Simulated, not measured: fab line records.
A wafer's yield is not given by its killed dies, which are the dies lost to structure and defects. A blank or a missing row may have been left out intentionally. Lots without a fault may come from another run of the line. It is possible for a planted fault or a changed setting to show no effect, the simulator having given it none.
Commonality check across tools	flow gf180mcu	Sample size 12 lots and 35 wafers

== THE REASON FOR OPENING IT ==
Of 12 lots, 2 have the reading PASSIVATION_CVD_02_THK flagged at GF_PASSIVATION_THK_MEAS_03. Wafers without a fault read 702 nm, standard deviation 8.4.
Rule: a lot gets a flag if all its wafers with a number sit over 4 standard deviations from that mean, or if no wafer of it has a number. As for the other lots, they are considered sound.

lot	measured	on	PASSIVATION_CVD_02_THK (nm), wafer by wafer	flag
L331	day 28 14:41	film metro-04	701 702 705	
L332	day 29 07:52	film metro-04	704 703 702	
L333	day 29 08:30	film metro-01	703 698 708	
L334	day 29 16:18	film metro-04	696 712 704	
L335	day 30 03:46	film metro-01	693 700 705	
L338	day 31 03:26	film metro-01	694 708 708	
L340	day 31 10:14	film metro-01	696 700 706	
L343	day 32 06:39	film metro-04	697 716 702	
L344	day 32 10:21	film metro-04	890 895	FLAGGED
L347	day 33 00:48	film metro-04	878 881 881	FLAGGED
L349	day 33 10:03	film metro-02	696 713 710	
L351	day 33 21:55	film metro-01	686 708 698	
Average over the flagged lots: 885 nm; offset from the usual +183 nm, equal to +22 standard deviations.

== EACH LOT AND THE TOOL IT RAN ON ==
Before the reading, the record contains 2 process steps out of a 602-step route. Each cell gives the tool, then ch followed by the chambers the sampled wafers passed through, then the start.
lot	flag	GF_TOP_METAL_SPUTTER_01	GF_PASSIVATION_CVD_02
L331		pvd sputter-02, day 27 17:54	pecvd-04 ch 1,2, day 28 14:23
L332		pvd sputter-01, day 28 10:59	pecvd-01 ch 1,2, day 29 07:35
L333		pvd sputter-03, day 28 12:01	pecvd-03 ch 0,1,2, day 29 08:13
L334		pvd sputter-02, day 28 19:35	pecvd-01 ch 0,1, day 29 16:01
L335		pvd sputter-01, day 29 07:56	pecvd-01 ch 0,1,2, day 30 03:29
L338		pvd sputter-02, day 30 07:53	pecvd-01 ch 0,1,2, day 31 03:08
L340		pvd sputter-02, day 30 15:14	pecvd-03 ch 0,1,2, day 31 09:56
L343		pvd sputter-03, day 31 11:40	pecvd-03 ch 0,2, day 32 06:21
L344	FLAGGED	pvd sputter-02, day 31 15:48	pecvd-01 ch 0,1, day 32 10:11
L347	FLAGGED	pvd sputter-01, day 32 07:33	pecvd-01 ch 0,1, day 33 00:31
L349		pvd sputter-03, day 32 17:31	pecvd-03 ch 0,1,2, day 33 09:46
L351		pvd sputter-03, day 33 05:19	pecvd-04 ch 0,1, day 33 21:29
What these steps do:
- GF_TOP_METAL_SPUTTER_01: material TiN, target thk 30 nm, time 25 s.
- GF_PASSIVATION_CVD_02: deposits Si3N4, target thk 700 nm, time 486.18 s.
- GF_PASSIVATION_THK_MEAS_03

== FLAGGED OVER TOTAL, TOOL BY TOOL (the gauges that took the reading come last) ==
step	tool	lots run	flagged	share of the flagged lots	sound lots run after its first flagged lot
GF_TOP_METAL_SPUTTER_01	pvd sputter-01	3	1	some	0
GF_TOP_METAL_SPUTTER_01	pvd sputter-02	5	1	some	0
GF_TOP_METAL_SPUTTER_01	pvd sputter-03	4	0	none	-
GF_PASSIVATION_CVD_02	pecvd-01	6	2	all	0
GF_PASSIVATION_CVD_02	pecvd-03	4	0	none	-
GF_PASSIVATION_CVD_02	pecvd-04	2	0	none	-
GF_PASSIVATION_THK_MEAS_03	film metro-01	5	0	none	-
GF_PASSIVATION_THK_MEAS_03	film metro-02	1	0	none	-
GF_PASSIVATION_THK_MEAS_03	film metro-04	6	2	all	0

== THE TABLE: WHAT IT ALLOWS ==
Every flagged lot went through 2 rows of the table: pecvd-01 at GF_PASSIVATION_CVD_02 and film metro-04 at GF_PASSIVATION_THK_MEAS_03.
- pecvd-01 at GF_PASSIVATION_CVD_02 ran 6 lots, 2 of them flagged. A fault beginning between L338 (day 31 03:08), its last sound lot, and L344 (day 32 10:11), its first flagged one, fits the data.
- film metro-04 at GF_PASSIVATION_THK_MEAS_03 ran 6 lots, 2 of them flagged. A fault beginning between L343 (day 32 06:39), its last sound lot, and L344 (day 32 10:21), its first flagged one, fits the data.
Counting lots can't tell these 2 tools apart, because each fits a fault that began at some hour. More lots, or a look at what each step does to the wafer, might.

== WHAT HAD BEEN PUT IN BY THE SIMULATOR ==
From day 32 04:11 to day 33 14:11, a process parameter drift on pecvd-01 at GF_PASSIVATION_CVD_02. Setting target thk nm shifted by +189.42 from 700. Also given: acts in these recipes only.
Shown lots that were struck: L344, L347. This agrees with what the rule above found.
